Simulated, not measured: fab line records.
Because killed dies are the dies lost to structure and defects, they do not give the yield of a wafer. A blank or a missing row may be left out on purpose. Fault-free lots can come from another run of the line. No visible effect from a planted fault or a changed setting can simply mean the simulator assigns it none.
fab line records	flow gf180mcu
[record] lots = 24	wafers = 72	last_day = 34
route steps=602 shown SALICIDE@286 V1@350 M2@364 V4@502
lots that met no fault: taken from a fault-free run of the same line
start_h: the number of hours between the record's first day and the start of the first shown wafer of the lot	wait_h: hours elapsed since this lot's preceding step	" same as the row above	L1.1+2: a single row standing in for several wafers	- no value present, or no start provided	* or withheld: withheld	< > ~ a bound
route shown NAME@n: NAME is a module with steps in the file, n the number in the route of the first one	usual: mean and standard deviation over wafers with no fault	same: alike in all rows	chamber/n: place in a boat	sites: readings site by site	_std_site: the standard deviation of these	_edge_site: outer sites' mean less inner sites'	radius_mm: for every site, how far away it sits from the centre of the wafer	mask NAME#n: copy n	behind: the tool/chamber that last shaped the wafer	hold: why the lot went on hold/how many hours it stayed there/how the hold came to an end	device: the transistor (n, p or np) that didn't switch	end of line: the tests these same wafers got at the end of their route	a step given without rows: its recipe and nothing more	killed: dies that structure and defects cost at the first sort, which is not the same as the wafer's yield	map: a wafer's dies, x killed, . not, _ none there
set.NAME: the setting as run; set.NAME@STEP: as run at that earlier step	model.NAME: the simulator's own value behind a step, which no gauge read
steps of the route over a sample of lots; a table a step, a row a wafer
services: the hour from which a tool's chamber was out of use, counted from the record's first day as start_h (under 0 if before that day), plus the number of hours and why
[[steps]]
[step GF_SALICIDE_RTA_08]
[recipe] temp_c = 800	time_s = 30	ambient = N2
[usual] lamp_power_pct = 17.3/1.8	wafer_temp_C_max = 806.4/1.2
lot.wafer	tool	chamber	start_h	wait_h	lamp_power_pct	wafer_temp_C_max
L074.2	rtp_anneal-02	0	335.77	0.0	15.4	805.2
L074.3	"	0	"	"	15.5	805.3
L074.6	"	0	"	"	15.4	805.9
L075.1	rtp_anneal-02	0	355.06	0.0	15.5	805.2
L075.2	"	0	"	"	15.5	804.4
L075.4	"	0	"	"	15.4	805.8
L076.2	rtp_anneal-01	0	358.54	0.0	19.1	806.2
L076.5	"	0	"	"	19.1	805.6
L076.6	"	0	"	"	19.1	807.4
L077.3	rtp_anneal-02	0	361.46	0.0	15.4	804.6
L077.4	"	0	"	"	15.5	806.0
L077.5	"	0	"	"	15.5	807.6
L078.1	rtp_anneal-01	0	379.61	0.0	19.0	808.5
L078.4	"	0	"	"	19.0	806.3
L078.5	"	0	"	"	19.1	807.4
L080.1	rtp_anneal-01	0	391.68	0.0	19.1	805.8
L080.2	"	0	"	"	19.0	805.0
L080.3	"	0	"	"	19.1	805.3
L079.3	rtp_anneal-01	0	394.25	0.0	19.1	806.1
L079.4	"	0	"	"	19.0	806.0
L079.6	"	0	"	"	19.0	806.7
L081.1	rtp_anneal-01	0	401.97	0.0	19.0	808.6
L081.2	"	0	"	"	19.0	806.1
L081.6	"	0	"	"	19.1	804.3
L082.1	rtp_anneal-02	0	411.15	0.0	15.5	805.1
L082.3	"	0	"	"	15.5	807.4
L082.5	"	0	"	"	15.4	807.1
L083.1	rtp_anneal-01	0	422.35	0.0	19.1	807.3
L083.2	"	0	"	"	19.1	807.4
L083.4	"	0	"	"	19.0	805.9
L084.1	rtp_anneal-02	0	428.33	0.0	15.4	806.8
L084.3	"	0	"	"	15.4	806.2
L084.5	"	0	"	"	15.5	807.4
L085.3	rtp_anneal-01	0	437.95	0.0	19.1	806.4
L085.4	"	0	"	"	19.0	806.7
L085.6	"	0	"	"	19.1	806.6
L086.1	rtp_anneal-02	0	446.78	0.0	15.5	805.7
L086.3	"	0	"	"	15.4	806.3
L086.6	"	0	"	"	15.4	805.2
L087.1	rtp_anneal-02	0	454.81	0.0	15.4	804.5
L087.2	"	0	"	"	15.4	805.4
L087.5	"	0	"	"	15.5	807.2
L088.1	rtp_anneal-01	0	462.20	0.0	19.1	807.3
L088.2	"	0	"	"	19.1	808.0
L088.3	"	0	"	"	19.1	806.4
L089.3	rtp_anneal-02	0	468.89	0.0	15.5	807.0
L089.4	"	0	"	"	15.4	807.0
L089.5	"	0	"	"	15.5	804.9
L090.1	rtp_anneal-02	0	478.13	0.0	15.5	805.1
L090.2	"	0	"	"	15.4	805.4
L090.3	"	0	"	"	15.5	805.3
L091.1	rtp_anneal-02	0	485.88	0.0	15.4	806.2
L091.3	"	0	"	"	15.5	806.6
L091.5	"	0	"	"	15.4	806.0
L092.3	rtp_anneal-01	0	498.24	0.0	19.0	807.9
L092.4	"	0	"	"	19.1	807.0
L092.5	"	0	"	"	19.1	804.7
L093.3	rtp_anneal-01	0	503.24	0.0	19.0	805.8
L093.4	"	0	"	"	19.1	805.6
L093.5	"	0	"	"	19.0	808.7
L094.4	rtp_anneal-01	0	509.26	0.1	19.0	806.1
L094.5	"	0	"	"	19.0	808.2
L094.6	"	0	"	"	19.1	809.2
L095.2	rtp_anneal-01	0	517.98	0.0	19.1	806.5
L095.3	"	0	"	"	19.1	808.6
L095.5	"	0	"	"	19.1	808.1
L096.3	rtp_anneal-02	0	525.61	0.0	15.4	806.5
L096.4	"	0	"	"	15.4	805.8
L096.5	"	0	"	"	15.4	806.7
L097.2	rtp_anneal-02	0	534.12	0.0	15.5	805.0
L097.3	"	0	"	"	15.4	805.3
L097.5	"	0	"	"	15.4	807.2
[step GF_V1_OVL_MEAS_15]
[usual] V1_OVL = 0/5.3
lot.wafer	tool	chamber	start_h	wait_h	V1_OVL[nm]
L074.2	overlay-01	-	407.56	0.1	7
L074.3	"	-	"	"	2
L074.6	"	-	"	"	7
L075.1	overlay-01	-	428.90	0.1	3
L075.2	"	-	"	"	1
L075.4	"	-	"	"	-7
L076.2	overlay-02	-	431.73	0.1	-8
L076.5	"	-	"	"	2
L076.6	"	-	"	"	-11
L077.3	overlay-02	-	434.43	0.1	1
L077.4	"	-	"	"	3
L077.5	"	-	"	"	9
L078.1	overlay-02	-	454.68	0.1	1
L078.4	"	-	"	"	7
L078.5	"	-	"	"	4
L080.1	overlay-01	-	467.10	0.1	13
L080.2	"	-	"	"	3
L080.3	"	-	"	"	6
L079.3	overlay-01	-	469.94	0.1	-1
L079.4	"	-	"	"	6
L079.6	"	-	"	"	2
L081.1	overlay-01	-	478.33	0.1	-5
L081.2	"	-	"	"	2
L081.6	"	-	"	"	0
L082.1	overlay-02	-	487.93	0.1	-9
L082.3	"	-	"	"	-7
L082.5	"	-	"	"	-5
L083.1	overlay-02	-	499.93	0.1	4
L083.2	"	-	"	"	8
L083.4	"	-	"	"	3
L084.1	overlay-01	-	504.90	0.1	-5
L084.3	"	-	"	"	-6
L084.5	"	-	"	"	-2
L085.3	overlay-01	-	515.04	0.1	-1
L085.4	"	-	"	"	2
L085.6	"	-	"	"	4
L086.1	overlay-02	-	522.85	0.1	-7
L086.3	"	-	"	"	-4
L086.6	"	-	"	"	2
L087.1	overlay-02	-	529.93	0.1	-2
L087.2	"	-	"	"	2
L087.5	"	-	"	"	-9
L088.1	overlay-02	-	536.83	0.1	-1
L088.2	"	-	"	"	-4
L088.3	"	-	"	"	-9
L089.3	overlay-02	-	542.14	0.1	4
L089.4	"	-	"	"	10
L089.5	"	-	"	"	-1
L090.1	overlay-02	-	551.90	0.1	4
L090.2	"	-	"	"	-3
L090.3	"	-	"	"	0
L091.1	overlay-02	-	559.08	0.1	-6
L091.3	"	-	"	"	2
L091.5	"	-	"	"	1
L092.3	overlay-01	-	570.46	0.1	1
L092.4	"	-	"	"	2
L092.5	"	-	"	"	1
L093.3	overlay-02	-	575.04	0.1	6
L093.4	"	-	"	"	6
L093.5	"	-	"	"	9
L094.4	overlay-01	-	581.07	0.1	-8
L094.5	"	-	"	"	3
L094.6	"	-	"	"	-13
L095.2	overlay-02	-	588.91	0.1	10
L095.3	"	-	"	"	3
L095.5	"	-	"	"	-1
L096.3	overlay-02	-	594.89	0.1	0
L096.4	"	-	"	"	6
L096.5	"	-	"	"	-6
L097.2	overlay-02	-	602.78	0.1	1
L097.3	"	-	"	"	-1
L097.5	"	-	"	"	-3
[step GF_V1_SPUTTER_21]
[recipe] material = Ti	target_thk_nm = 15	chamber_pressure_pa = 5	power_w = 2500	substrate_temp_c = 200	time_s = 80.02
[usual] throttle_valve_pct = 29.7/0.67
lot.wafer	tool	chamber	start_h	wait_h	throttle_valve_pct
L074.2	pvd_sputter-01	-	408.25	0.0	29.3
L074.3	"	-	"	"	29.9
L074.6	"	-	"	"	28.9
L075.1	pvd_sputter-03	-	429.60	0.0	29.2
L075.2	"	-	"	"	30.4
L075.4	"	-	"	"	31.1
L076.2	pvd_sputter-04	-	432.42	0.0	29.6
L076.5	"	-	"	"	29.7
L076.6	"	-	"	"	30.1
L077.3	pvd_sputter-04	-	435.13	0.0	31.0
L077.4	"	-	"	"	29.7
L077.5	"	-	"	"	30.7
L078.1	pvd_sputter-01	-	455.38	0.0	28.9
L078.4	"	-	"	"	29.7
L078.5	"	-	"	"	28.8
L080.1	pvd_sputter-01	-	467.83	0.0	28.6
L080.2	"	-	"	"	29.6
L080.3	"	-	"	"	28.9
L079.3	pvd_sputter-03	-	470.74	0.0	29.6
L079.4	"	-	"	"	29.4
L079.6	"	-	"	"	29.4
L081.1	pvd_sputter-04	-	479.04	0.0	29.6
L081.2	"	-	"	"	30.0
L081.6	"	-	"	"	30.7
L082.1	pvd_sputter-01	-	488.98	0.0	29.1
L082.3	"	-	"	"	28.5
L082.5	"	-	"	"	29.8
L083.1	pvd_sputter-04	-	500.62	0.0	29.8
L083.2	"	-	"	"	30.7
L083.4	"	-	"	"	29.9
L084.1	pvd_sputter-01	-	505.60	0.0	29.8
L084.3	"	-	"	"	28.6
L084.5	"	-	"	"	29.5
L085.3	pvd_sputter-03	-	515.72	0.0	29.4
L085.4	"	-	"	"	31.0
L085.6	"	-	"	"	29.5
L086.1	pvd_sputter-04	-	523.55	0.0	29.6
L086.3	"	-	"	"	29.8
L086.6	"	-	"	"	30.8
L087.1	pvd_sputter-04	-	530.62	0.0	30.6
L087.2	"	-	"	"	29.8
L087.5	"	-	"	"	29.8
L088.1	pvd_sputter-03	-	537.52	0.0	31.1
L088.2	"	-	"	"	29.6
L088.3	"	-	"	"	29.4
L089.3	pvd_sputter-01	-	542.82	0.0	29.8
L089.4	"	-	"	"	28.8
L089.5	"	-	"	"	28.8
L090.1	pvd_sputter-01	-	552.61	0.0	28.8
L090.2	"	-	"	"	29.6
L090.3	"	-	"	"	29.9
L091.1	pvd_sputter-01	-	559.80	0.0	29.1
L091.3	"	-	"	"	28.6
L091.5	"	-	"	"	29.8
L092.3	pvd_sputter-03	-	571.16	0.0	31.0
L092.4	"	-	"	"	30.3
L092.5	"	-	"	"	29.3
L093.3	pvd_sputter-01	-	575.72	0.0	29.7
L093.4	"	-	"	"	28.9
L093.5	"	-	"	"	28.9
L094.4	pvd_sputter-04	-	581.75	0.0	30.1
L094.5	"	-	"	"	29.8
L094.6	"	-	"	"	30.9
L095.2	pvd_sputter-04	-	589.60	0.0	29.7
L095.3	"	-	"	"	29.6
L095.5	"	-	"	"	31.0
L096.3	pvd_sputter-01	-	595.57	0.0	28.8
L096.4	"	-	"	"	29.5
L096.5	"	-	"	"	29.0
L097.2	pvd_sputter-01	-	603.47	0.0	28.9
L097.3	"	-	"	"	29.5
L097.5	"	-	"	"	29.0
[step GF_V1_THK_MEAS_25]
[recipe] thk_meas_gauge = xrf	reads = W_of_V1_CVD_23
[usual] V1_W_THK = 344/4.2
lot.wafer	tool	chamber	start_h	wait_h	V1_W_THK[nm]
L074.2	film_metro-03	-	408.60	0.1	348
L074.3	"	-	"	"	340
L074.6	"	-	"	"	339
L075.1	film_metro-02	-	429.94	0.1	341
L075.2	"	-	"	"	346
L075.4	"	-	"	"	346
L076.2	film_metro-03	-	432.77	0.1	343
L076.5	"	-	"	"	345
L076.6	"	-	"	"	348
L077.3	film_metro-01	-	435.48	0.1	350
L077.4	"	-	"	"	339
L077.5	"	-	"	"	346
L078.1	film_metro-01	-	455.72	0.1	340
L078.4	"	-	"	"	342
L078.5	"	-	"	"	345
L080.1	film_metro-01	-	468.17	0.1	345
L080.2	"	-	"	"	354
L080.3	"	-	"	"	351
L079.3	film_metro-02	-	471.09	0.1	342
L079.4	"	-	"	"	338
L079.6	"	-	"	"	341
L081.1	film_metro-01	-	479.37	0.1	345
L081.2	"	-	"	"	339
L081.6	"	-	"	"	340
L082.1	film_metro-02	-	489.32	0.1	345
L082.3	"	-	"	"	347
L082.5	"	-	"	"	338
L083.1	film_metro-03	-	500.96	0.1	345
L083.2	"	-	"	"	346
L083.4	"	-	"	"	343
L084.1	film_metro-03	-	505.93	0.1	340
L084.3	"	-	"	"	344
L084.5	"	-	"	"	343
L085.3	film_metro-02	-	516.07	0.1	345
L085.4	"	-	"	"	339
L085.6	"	-	"	"	339
L086.1	film_metro-02	-	523.88	0.1	342
L086.3	"	-	"	"	342
L086.6	"	-	"	"	343
L087.1	film_metro-01	-	530.96	0.1	347
L087.2	"	-	"	"	347
L087.5	"	-	"	"	343
L088.1	film_metro-02	-	537.86	0.1	343
L088.2	"	-	"	"	349
L088.3	"	-	"	"	348
L089.3	film_metro-02	-	543.18	0.1	344
L089.4	"	-	"	"	349
L089.5	"	-	"	"	347
L090.1	film_metro-01	-	552.94	0.1	339
L090.2	"	-	"	"	333
L090.3	"	-	"	"	338
L091.1	film_metro-01	-	560.14	0.1	348
L091.3	"	-	"	"	345
L091.5	"	-	"	"	352
L092.3	film_metro-01	-	571.51	0.1	349
L092.4	"	-	"	"	348
L092.5	"	-	"	"	349
L093.3	film_metro-03	-	576.08	0.1	341
L093.4	"	-	"	"	350
L093.5	"	-	"	"	344
L094.4	film_metro-01	-	582.11	0.1	339
L094.5	"	-	"	"	339
L094.6	"	-	"	"	334
L095.2	film_metro-02	-	589.94	0.1	347
L095.3	"	-	"	"	352
L095.5	"	-	"	"	348
L096.3	film_metro-03	-	595.93	0.1	343
L096.4	"	-	"	"	347
L096.5	"	-	"	"	344
L097.2	film_metro-01	-	603.81	0.1	342
L097.3	"	-	"	"	344
L097.5	"	-	"	"	343
[step GF_M2_SPUTTER_02]
[recipe] material = AlCu	target_thk_nm = 450	power_w = 10600	time_s = 23.9	chamber_pressure_pa = 0.4
[usual] throttle_valve_pct = 30.0/0.98
lot.wafer	tool	chamber	start_h	wait_h	throttle_valve_pct
L074.2	pvd_sputter-02	-	409.08	0.0	28.4
L074.3	"	-	"	"	31.0
L074.6	"	-	"	"	30.8
L075.1	pvd_sputter-02	-	430.43	0.0	30.8
L075.2	"	-	"	"	30.1
L075.4	"	-	"	"	31.2
L076.2	pvd_sputter-02	-	433.25	0.0	28.1
L076.5	"	-	"	"	28.2
L076.6	"	-	"	"	30.2
L077.3	pvd_sputter-02	-	436.13	0.0	31.2
L077.4	"	-	"	"	30.8
L077.5	"	-	"	"	28.1
L078.1	pvd_sputter-03	-	456.21	0.0	29.7
L078.4	"	-	"	"	31.1
L078.5	"	-	"	"	30.2
L080.1	pvd_sputter-02	-	468.66	0.0	31.0
L080.2	"	-	"	"	28.1
L080.3	"	-	"	"	30.3
L079.3	pvd_sputter-02	-	471.56	0.0	30.9
L079.4	"	-	"	"	30.5
L079.6	"	-	"	"	30.9
L081.1	pvd_sputter-03	-	479.87	0.0	29.5
L081.2	"	-	"	"	30.3
L081.6	"	-	"	"	30.8
L082.1	pvd_sputter-01	-	489.81	0.0	29.7
L082.3	"	-	"	"	28.8
L082.5	"	-	"	"	29.0
L083.1	pvd_sputter-03	-	501.45	0.0	30.6
L083.2	"	-	"	"	29.4
L083.4	"	-	"	"	30.8
L084.1	pvd_sputter-03	-	506.42	0.0	29.3
L084.3	"	-	"	"	31.0
L084.5	"	-	"	"	29.4
L085.3	pvd_sputter-02	-	516.55	0.0	30.0
L085.4	"	-	"	"	30.9
L085.6	"	-	"	"	31.0
L086.1	pvd_sputter-03	-	524.37	0.0	29.6
L086.3	"	-	"	"	30.4
L086.6	"	-	"	"	31.0
L087.1	pvd_sputter-03	-	531.45	0.0	30.6
L087.2	"	-	"	"	30.4
L087.5	"	-	"	"	29.6
L088.1	pvd_sputter-03	-	538.35	0.0	29.3
L088.2	"	-	"	"	30.5
L088.3	"	-	"	"	29.5
L089.3	pvd_sputter-02	-	543.65	0.0	30.3
L089.4	"	-	"	"	31.0
L089.5	"	-	"	"	28.4
L090.1	pvd_sputter-03	-	553.43	0.0	29.7
L090.2	"	-	"	"	30.7
L090.3	"	-	"	"	29.5
L091.1	pvd_sputter-02	-	560.63	0.0	31.2
L091.3	"	-	"	"	30.5
L091.5	"	-	"	"	31.3
L092.3	pvd_sputter-02	-	571.98	0.0	31.1
L092.4	"	-	"	"	30.2
L092.5	"	-	"	"	30.2
L093.3	pvd_sputter-03	-	576.55	0.0	29.7
L093.4	"	-	"	"	30.8
L093.5	"	-	"	"	29.8
L094.4	pvd_sputter-02	-	582.57	0.0	28.3
L094.5	"	-	"	"	28.1
L094.6	"	-	"	"	31.0
L095.2	pvd_sputter-02	-	590.42	0.0	30.5
L095.3	"	-	"	"	31.0
L095.5	"	-	"	"	28.3
L096.3	pvd_sputter-03	-	596.40	0.0	29.4
L096.4	"	-	"	"	29.4
L096.5	"	-	"	"	29.8
L097.2	pvd_sputter-02	-	604.31	0.0	30.2
L097.3	"	-	"	"	30.9
L097.5	"	-	"	"	28.2
[step GF_V4_CMP_26]
[recipe] stop_on = SiO2	down_force_psi = 3.5	platen_rpm = 60	t_overpolish_s = 15	target_thk_nm = 0	pad_velocity_m_s = 0.94248
[usual] motor_current_A = 10.9/0.56	overpolish_run_s = 15.002/0.0095	slurry_filter_dp_kPa = 13.49/0.13	time_to_endpoint_s = 87/7.1
lot.wafer	tool	chamber	start_h	wait_h	motor_current_A	overpolish_run_s	slurry_filter_dp_kPa	time_to_endpoint_s
L074.3	cmp-01	1	558.98	0.1	10.5	14.994	13.72	80
L074.2	"	2	"	"	11.5	15.002	13.69	90
L074.6	"	1	"	"	10.4	14.996	13.55	81
L075.4	cmp-02	0	580.21	0.0	11.8	14.994	13.35	83
L075.1	"	1	"	"	11.0	15.000	13.48	96
L075.2	"	3	"	"	10.4	15.016	13.32	96
L076.2	cmp-02	3	582.54	0.1	10.4	15.016	13.58	95
L076.6	"	1	"	"	10.7	15.009	13.57	91
L076.5	"	2	"	"	10.7	14.999	13.62	94
L077.4	cmp-02	1	585.01	0.1	10.9	14.987	13.41	94
L077.3	"	2	"	"	10.4	14.982	13.53	99
L077.5	"	1	"	"	10.6	15.002	13.45	94
L078.4	cmp-01	0	603.78	0.0	11.9	15.004	13.59	78
L078.1	"	3	"	"	10.2	14.995	13.21	82
L078.5	"	0	"	"	12.1	14.986	13.34	76
L080.1	cmp-02	2	613.83	0.1	10.8	15.000	13.60	96
L080.2	"	3	"	"	10.4	14.992	13.52	94
L080.3	"	1	"	"	11.1	15.013	13.53	95
L079.4	cmp-02	0	617.12	0.0	11.4	15.009	13.43	82
L079.3	"	2	"	"	10.9	15.010	13.71	94
L079.6	"	1	"	"	10.9	15.018	13.60	94
L081.2	cmp-02	2	622.89	0.1	11.0	15.007	13.54	93
L081.1	"	3	"	"	10.8	14.999	13.54	91
L081.6	"	1	"	"	10.6	14.990	13.37	90
L082.3	cmp-01	2	631.52	0.1	11.8	15.013	13.36	82
L082.1	"	3	"	"	10.8	15.002	13.56	80
L082.5	"	2	"	"	11.6	14.999	13.46	83
L083.1	cmp-01	1	642.50	0.6	9.9	14.981	13.41	77
L083.4	"	2	"	"	11.9	15.013	13.58	86
L083.2	"	0	"	"	11.6	14.993	13.58	79
L084.1	cmp-02	1	645.76	0.1	10.5	15.013	13.38	94
L084.3	"	0	"	"	11.4	14.990	13.34	83
L084.5	"	2	"	"	10.5	15.007	13.47	97
L085.3	cmp-02	2	653.63	0.0	10.7	14.991	13.64	96
L085.4	"	3	"	"	10.2	15.006	13.69	91
L085.6	"	3	"	"	10.5	14.985	13.59	95
L086.3	cmp-02	3	660.96	0.0	11.2	14.996	13.52	88
L086.1	"	1	"	"	10.5	15.011	13.51	93
L086.6	"	3	"	"	11.2	15.005	13.41	91
L087.2	cmp-01	1	666.31	0.1	10.1	15.007	13.61	77
L087.1	"	3	"	"	10.1	14.997	13.23	79
L087.5	"	1	"	"	10.1	14.985	13.64	75
L088.3	cmp-02	0	672.84	0.0	10.6	15.010	13.67	80
L088.1	"	1	"	"	11.0	14.993	13.26	92
L088.2	"	3	"	"	11.0	15.005	13.48	93
L089.4	cmp-02	3	677.14	0.1	10.9	15.000	13.53	88
L089.3	"	0	"	"	10.7	14.989	13.39	80
L089.5	"	2	"	"	10.7	15.008	13.58	93
L090.3	cmp-02	0	686.28	0.0	10.4	15.010	13.58	85
L090.2	"	1	"	"	10.3	15.008	13.36	95
L090.1	"	2	"	"	10.2	14.984	13.52	96
L091.1	cmp-02	0	692.96	0.1	10.7	14.998	13.45	80
L091.3	"	1	"	"	10.9	14.994	13.46	94
L091.5	"	3	"	"	10.8	14.997	13.62	91
L092.3	cmp-02	3	700.80	0.0	11.2	15.016	13.51	89
L092.4	"	1	"	"	10.7	14.998	13.42	92
L092.5	"	3	"	"	10.7	15.007	13.50	91
L093.4	cmp-02	2	705.73	0.0	11.2	14.995	13.60	89
L093.3	"	1	"	"	11.3	15.006	13.61	89
L093.5	"	2	"	"	10.6	14.987	13.67	92
L094.4	cmp-01	2	711.71	0.1	11.7	15.008	13.46	90
L094.5	"	1	"	"	10.7	14.996	13.35	75
L094.6	"	2	"	"	11.5	15.005	13.61	88
L095.2	cmp-01	3	717.77	0.1	10.7	15.021	13.83	84
L095.3	"	0	"	"	12.0	14.989	13.45	81
L095.5	"	3	"	"	10.7	14.997	13.33	82
L096.4	cmp-01	2	723.10	0.1	11.3	14.983	13.29	84
L096.3	"	0	"	"	12.8	15.013	13.37	82
L096.5	"	1	"	"	10.6	15.001	13.58	78
L097.3	cmp-02	2	729.12	0.1	10.3	14.998	13.20	95
L097.2	"	3	"	"	10.5	15.010	13.63	93
L097.5	"	3	"	"	10.9	14.992	13.54	89
[[services]]
tool	chamber	start_h	hours	kind
pvd_sputter-01	-	325.25	2.2	repair
cmp-01	-	330.99	3.4	pm
pvd_sputter-01	-	352.42	3.3	repair
pvd_sputter-02	-	357.28	9.0	repair
pvd_sputter-03	-	378.94	2.3	repair
cmp-02	-	393.84	0.3	repair
cmp-02	-	400.85	0.4	repair
cmp-02	-	404.58	4.0	pm
pvd_sputter-01	-	410.15	25.2	repair
pvd_sputter-04	-	412.21	11.4	repair
cmp-02	-	425.94	1.2	repair
rtp_anneal-02	-	432.89	1.3	pm
cmp-02	-	438.51	3.4	repair
pvd_sputter-01	-	438.90	2.9	repair
pvd_sputter-02	-	452.88	8.6	repair
pvd_sputter-02	-	511.99	2.3	repair
cmp-02	-	513.87	15.4	pm
pvd_sputter-03	-	527.28	3.6	repair
cmp-02	-	635.91	3.6	pm
cmp-02	-	640.26	2.4	repair
cmp-02	-	662.48	1.0	repair
cmp-02	-	682.05	1.4	repair
pvd_sputter-01	-	696.19	2.8	repair
rtp_anneal-02	-	713.52	4.3	pm
[[key]]
fault none
